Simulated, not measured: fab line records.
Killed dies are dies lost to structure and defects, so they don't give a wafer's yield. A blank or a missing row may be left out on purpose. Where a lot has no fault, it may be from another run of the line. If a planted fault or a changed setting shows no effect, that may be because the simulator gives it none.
Which tool did it?	flow sky130	33 wafers from 11 lots sampled at 7 of the route's 708 steps

## WHAT EACH GAUGE READ, for each wafer
SKY_POLY_GATE_THK_MEAS_01. Usual: POLY_GATE_CVD_00_THK gives 180.1 nm (standard deviation 1.9).
lot	measured	on	POLY_GATE_CVD_00_THK (nm)	flag
L127	day 14 16:11	filmMetro-04	184.2 183.3 183.1	
L130	day 15 08:59	filmMetro-04	184.4 183.3 183.7	
L131	day 15 12:58	filmMetro-03	180.5 180.7 179.8	
L134	day 16 20:28	filmMetro-01	183.1 182.3 181.8	
L136	day 17 05:23	filmMetro-01	181.8 182.0 182.5	
L138	day 17 20:22	filmMetro-04	180.3 180.6 177.4	
L139	day 18 03:11	filmMetro-03	177.6 177.2 178.2	
L144	day 19 19:53	filmMetro-01	179.2 180.2 178.2	
L145	day 20 07:08	filmMetro-01	179.5 179.2 178.5	
L146	day 20 14:21	filmMetro-01	180.2 179.6 180.2	
L147	day 21 10:57	filmMetro-03	179.9 180.5 179.9	

SKY_POLY_GATE_CD_MEAS_22. Usual: cdNm at 150.0 nm, with a standard deviation of 2.2.
lot	measured	on	cdNm (nm)	flag
L127	day 17 21:34	cdSem-01	150.6 148.5 147.1	
L130	day 18 06:06	cdSem-01	149.7 148.1 147.4	
L131	day 18 06:05	cdSem-02	151.3 144.9 149.1	
L134	day 19 14:41	cdSem-02	152.4 147.3 146.5	
L136	day 19 23:01	cdSem-02	150.7 148.6 148.1	
L138	day 20 13:32	cdSem-01	147.9 148.6 148.4	
L139	day 20 22:08	cdSem-01	150.3 149.7 151.4	
L144	day 22 13:41	cdSem-02	152.8 150.8 150.7	
L145	day 23 01:00	cdSem-01	155.6 152.4 152.9	
L146	day 23 10:32	cdSem-01	148.6 151.2 151.6	
L147	day 24 02:14	cdSem-02	151.2 149.8 147.8	

SKY_SD_P_TW_MEAS_11. Usual: SD_P_TW gives 2808 (standard deviation 36).
lot	measured	on	SD_P_TW	flag
L127	day 26 20:25	filmMetro-04	2768 2787 2773	
L130	day 27 07:12	filmMetro-04	2770 2765 2765	
L131	day 27 06:53	filmMetro-03	2803 2830 2817	
L134	day 28 11:34	filmMetro-01	2835 2838 2826	
L136	day 28 19:35	filmMetro-04	2720 2743 2742	
L138	day 29 08:38	filmMetro-03	2842 2824 2837	
L139	day 29 16:12	filmMetro-03	2830 2834 2831	
L144	day 31 05:42	filmMetro-04	2770 2762 2773	
L145	day 31 11:16	filmMetro-04	2921 2915 2937	OFF
L146	day 31 23:17	filmMetro-04	2934 2936 2923	OFF
L147	day 32 12:37	filmMetro-04	2927 2964 2935	OFF

SKY_SD_N_RS_MEAS_17: uses a four-point probe to measure. Usual: SD_P_RS gives 147.1 ohm/sq (standard deviation 0.39).
lot	measured	on	SD_P_RS (ohm/sq)	flag
L127	day 29 04:52	filmMetro-03	146.9 146.9 146.5	
L130	day 29 17:01	filmMetro-01	147.2 147.1 147.6	
L131	day 29 16:53	filmMetro-04	146.9 147.1 146.8	
L134	day 30 20:01	filmMetro-03	147.5 147.5 147.3	
L136	day 31 02:54	filmMetro-04	147.3 147.1 147.3	
L138	day 31 16:13	filmMetro-04	148.1 147.5 147.6	
L139	day 31 23:49	filmMetro-03	146.8 147.0 146.8	
L144	day 33 12:34	filmMetro-04	146.9 147.1 146.9	
L145	day 33 18:04	filmMetro-03	131.7 132.3 132.1	OFF
L146	day 34 05:13	filmMetro-01	131.8 132.2 131.6	OFF
L147	day 34 18:38	filmMetro-03	132.3 132.1 132.1	OFF

## WHAT TOOL EACH LOT RAN ON (gives the tool, then ch and the chambers of the sampled wafers, and finally the start)
lot	SKY_RES_PROTECT_STRIP_07	SKY_SD_P_IMPLANT_09	SKY_SD_P_STRIP_10
L127	plasmaAsher-04 ch 0,1, day 15 19:27	implanter-01 ch 0, day 26 20:10	plasmaAsher-04 ch 0,1, day 26 20:18
L130	plasmaAsher-03 ch 0,1, day 16 12:53	implanter-04 ch 0, day 27 06:58	plasmaAsher-01 ch 0,1, day 27 07:05
L131	plasmaAsher-04 ch 0,1, day 16 16:51	implanter-01 ch 0, day 27 06:38	plasmaAsher-04 ch 0,1, day 27 06:47
L134	plasmaAsher-04 ch 0,1, day 18 02:36	implanter-04 ch 0, day 28 11:19	plasmaAsher-03 ch 0,1, day 28 11:28
L136	plasmaAsher-03 ch 0,1, day 18 11:46	implanter-04 ch 0, day 28 19:22	plasmaAsher-03 ch 0,1, day 28 19:29
L138	plasmaAsher-03 ch 0,1, day 19 03:06	implanter-03 ch 0, day 29 08:23	plasmaAsher-01 ch 0,1, day 29 08:32
L139	plasmaAsher-04 ch 0,1, day 19 09:51	implanter-01 ch 0, day 29 15:57	plasmaAsher-03 ch 0,1, day 29 16:06
L144	plasmaAsher-01 ch 0,1, day 21 02:48	implanter-01 ch 0, day 31 05:27	plasmaAsher-04 ch 0,1, day 31 05:36
L145	plasmaAsher-03 ch 0,1, day 21 14:03	implanter-01 ch 0, day 31 11:01	plasmaAsher-01 ch 0,1, day 31 11:10
L146	plasmaAsher-01 ch 0,1, day 21 21:33	implanter-01 ch 0, day 31 23:02	plasmaAsher-03 ch 0,1, day 31 23:11
L147	plasmaAsher-03 ch 0,1, day 22 17:38	implanter-01 ch 0, day 32 12:23	plasmaAsher-03 ch 0, day 32 12:31
- SKY_RES_PROTECT_STRIP_07: strips in O2/N2.
- SKY_SD_P_IMPLANT_09
- SKY_SD_P_STRIP_10: strips in O2/N2.

## WHAT THE TOOLS THEMSELVES READ (means of the sampled wafers that have a number; where no wafer has one, the mark that the record gives instead)
SKY_RES_PROTECT_STRIP_07. Usual: drypumpMotorCurrentA 5.7 A, standard deviation 0.32; oesProductAu 0.517 a.u., standard deviation 0.0045; stripTimeToEndpointS 23.30 s, standard deviation 0.047.
lot	tool	drypumpMotorCurrentA (A)	oesProductAu (a.u.)	stripTimeToEndpointS (s)	flag
L127	plasmaAsher-04	5.8	0.514	23.30	
L130	plasmaAsher-03	5.5	0.515	23.28	
L131	plasmaAsher-04	5.8	0.516	23.32	
L134	plasmaAsher-04	5.7	0.523	23.37	
L136	plasmaAsher-03	5.4	0.515	23.26	
L138	plasmaAsher-03	5.5	0.517	23.25	
L139	plasmaAsher-04	5.7	0.515	23.25	
L144	plasmaAsher-01	6.0	0.520	23.35	
L145	plasmaAsher-03	5.4	0.517	23.37	
L146	plasmaAsher-01	6.0	0.514	23.31	
L147	plasmaAsher-03	5.5	0.522	23.32	

SKY_SD_P_IMPLANT_09. Usual: beamEnergyKeV at 20.000, with a standard deviation of 0.0064.
lot	tool	beamEnergyKeV	flag
L127	implanter-01	19.994	
L130	implanter-04	20.002	
L131	implanter-01	20.003	
L134	implanter-04	20.000	
L136	implanter-04	20.004	
L138	implanter-03	19.998	
L139	implanter-01	20.002	
L144	implanter-01	20.000	
L145	implanter-01	25.036	OFF
L146	implanter-01	25.039	OFF
L147	implanter-01	25.046	OFF

SKY_SD_P_STRIP_10. Usual: drypumpMotorCurrentA 5.7 A, standard deviation 0.32; oesProductAu 0.617 a.u., standard deviation 0.0046; stripTimeToEndpointS 17.48 s, standard deviation 0.039.
lot	tool	drypumpMotorCurrentA (A)	oesProductAu (a.u.)	stripTimeToEndpointS (s)	flag
L127	plasmaAsher-04	5.7	0.616	17.46	
L130	plasmaAsher-01	6.2	0.615	17.55	
L131	plasmaAsher-04	5.8	0.615	17.45	
L134	plasmaAsher-03	5.5	0.615	17.48	
L136	plasmaAsher-03	5.5	0.615	17.47	
L138	plasmaAsher-01	6.0	0.619	17.43	
L139	plasmaAsher-03	5.5	0.620	17.42	
L144	plasmaAsher-04	5.8	0.617	17.44	
L145	plasmaAsher-01	6.1	0.606	18.17	OFF
L146	plasmaAsher-03	5.4	0.599	18.23	OFF
L147	plasmaAsher-03	5.4	0.602	18.25	OFF

## THE ANSWER, worked out from the rows above alone
Rule: a lot counts as off when the mean over its wafers that have a number is more than 3 standard deviations away from the usual mean. A lot without any number at a reading at which 4 lots or more have one is off too. Any other lot the step has rows for is counted as sound. Order of review: gauges by route order, followed by the tools' own readings, for which a lot's mean as printed above is used. At the first step where some lot is off, the reading lying furthest off is the one used; lots without a number count as furthest.
Off: at SKY_SD_P_TW_MEAS_11 (SD_P_TW), L145, L146, L147.
A tool fits if, at a process step before that reading, it ran every lot that is off, and no sound lot after the first of them. Not tried: the gauges at SKY_SD_P_TW_MEAS_11; whatever is off there is also off at SKY_SD_N_RS_MEAS_17, on other tools, and gauge error can't account for it. One candidate fits, namely implanter-01 at SKY_SD_P_IMPLANT_09. Its last sound lot is L144 (day 31 05:27), its first lot that is off L145 (day 31 11:01): a fault that began between those two fits.
The tool's own readings at SKY_SD_P_IMPLANT_09 bear it out: on the lots that are off they differ by more than 5 times the standard deviation of the sound lots' means. beamEnergyKeV reads 25.040 there against 20.000 on the sound lots.

## WHAT HAD BEEN PUT IN BY THE SIMULATOR
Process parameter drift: implanter-01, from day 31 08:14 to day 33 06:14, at SKY_SD_P_IMPLANT_09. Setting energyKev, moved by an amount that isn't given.
Shown lots that were struck: L145, L146, L147. Same finding as the rule above.
